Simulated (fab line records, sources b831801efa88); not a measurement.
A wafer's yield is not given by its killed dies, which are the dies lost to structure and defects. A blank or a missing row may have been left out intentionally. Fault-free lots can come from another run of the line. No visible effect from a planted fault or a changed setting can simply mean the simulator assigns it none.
Which of the tools did it? | flow gf180mcu | 11 lots with 33 wafers sampled at 5 steps, on a route of 602 steps

== WHAT THE GAUGES READ, wafer by wafer ==
GF_V5_THK_MEAS_03.
lot  | measured     | on            | V5_CVD_02_THK (nm)
L611 | day 26 14:26 | film_metro-03 | 1418 1456 1458
L613 | day 27 06:43 | film_metro-01 | 1425 1423 1447
L614 | day 27 10:27 | film_metro-03 | 1439 1440 1478
L616 | day 28 03:26 | film_metro-01 | 1492 1465 1472
L619 | day 29 01:03 | film_metro-04 | 1410 1437 1443
L621 | day 29 19:18 | film_metro-01 | 1362 1381 1370 1363 1380 1370
L622 | day 30 01:40 | film_metro-04 | 1360 1387 1363 1360 1388 1364
L627 | day 31 08:04 | film_metro-04 | 1470 1509 1451
L630 | day 32 02:34 | film_metro-03 | 1471 1437 1483
L631 | day 32 12:17 | film_metro-01 | 1451 1420 1413
L634 | day 32 22:26 | film_metro-04 | 1453 1470 1464

== WHAT TOOL EACH LOT RAN ON (gives the tool, then ch and the chambers of the sampled wafers, and finally the start) ==
lot  | GF_V4_SPUTTER_21             | GF_M5_ETCH_09                      | GF_M5_STRIP_11                       | GF_V5_CVD_02
L611 | pvd_sputter-03, day 24 17:15 | rie_diel-01 ch 0,1, day 26 13:34   | plasma_asher-01 ch 0,1, day 26 13:41 | pecvd-02 ch 0,1,2, day 26 14:20
L613 | pvd_sputter-01, day 25 10:09 | rie_diel-01 ch 2,3, day 27 05:49   | plasma_asher-02 ch 0,1, day 27 05:59 | pecvd-04 ch 0,1, day 27 06:35
L614 | pvd_sputter-01, day 25 14:16 | rie_diel-02 ch 2,3, day 27 09:34   | plasma_asher-03 ch 0,1, day 27 09:42 | pecvd-02 ch 0,1,2, day 27 10:21
L616 | pvd_sputter-03, day 26 07:33 | rie_diel-04 ch 0,2,3, day 28 02:31 | plasma_asher-03 ch 0,1, day 28 02:41 | pecvd-02 ch 0,1,2, day 28 03:22
L619 | pvd_sputter-03, day 27 06:26 | rie_diel-04 ch 1,2,3, day 29 00:07 | plasma_asher-02 ch 0,1, day 29 00:15 | pecvd-04 ch 0, day 29 00:53
L621 | pvd_sputter-03, day 28 02:15 | rie_diel-04 ch 1,2,3, day 29 18:25 | plasma_asher-03 ch 0,1, day 29 18:32 | pecvd-04 ch 0,1,2, day 29 19:11
L622 | pvd_sputter-03, day 28 08:12 | rie_diel-01 ch 2,3, day 30 00:46   | plasma_asher-02 ch 0,1, day 30 00:56 | pecvd-04 ch 0,1, day 30 01:32
L627 | pvd_sputter-01, day 29 17:23 | rie_diel-01 ch 0,2,3, day 31 07:04 | plasma_asher-02 ch 0,1, day 31 07:18 | pecvd-01 ch 0,1, day 31 07:56
L630 | pvd_sputter-03, day 30 13:26 | rie_diel-02 ch 0,2,3, day 32 01:32 | plasma_asher-02 ch 0,1, day 32 01:49 | pecvd-01 ch 0,1,2, day 32 02:29
L631 | pvd_sputter-02, day 30 23:11 | rie_diel-04 ch 1,2,3, day 32 11:17 | plasma_asher-01 ch 0,1, day 32 11:32 | pecvd-01 ch 0,1,2, day 32 12:10
L634 | pvd_sputter-02, day 31 09:24 | rie_diel-01 ch 1,2, day 32 21:32   | plasma_asher-03 ch 0,1, day 32 21:40 | pecvd-02 ch 1,2, day 32 22:19
- GF_V4_SPUTTER_21: material Ti, target thk 15 nm, time 80.02 s.
- GF_M5_ETCH_09: etches Si3N4 in CF4/O2, target depth 52 nm, time 11.6 s.
- GF_M5_STRIP_11: strips in O2/N2.
- GF_V5_CVD_02: deposits SiO2 from TEOS, target thk 1450 nm, time 163.28 s.

== THE ANSWER, worked out from the rows above alone ==
Rule: usual is defined by the lots themselves. Put in order of their means at a reading, lots are off if they are a third of the lots or fewer, leave a main group of 4 or more, and stand apart from it by a gap of 3 or more times the standard deviation of the main group's means; of several such gaps the widest counts. A main group whose means are all the same, to the digits that the tables above print for the reading, isn't used. Also off: a lot with no number at a reading for which 4 or more lots have one. All remaining lots with rows at the step are treated as sound.
Off: L621, L622, at GF_V5_THK_MEAS_03 (V5_CVD_02_THK). For the main group the mean is 1452 nm and the standard deviation 18.
A tool fits if, at a process step before that reading, it ran every lot that is off, and no sound lot after the first of them. The gauges at GF_V5_THK_MEAS_03 are tried like those tools. One fits: GF_V5_CVD_02 on pecvd-04. Its last sound lot is L619 (day 29 00:53), its first lot that is off L621 (day 29 19:11): a fault that began between those two fits.

== WHAT THE SIMULATOR HAD INSERTED ==
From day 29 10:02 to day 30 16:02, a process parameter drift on pecvd-04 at GF_V5_CVD_02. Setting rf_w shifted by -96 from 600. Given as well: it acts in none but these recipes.
Shown lots that were struck: L621, L622. The same result came from the rule above.
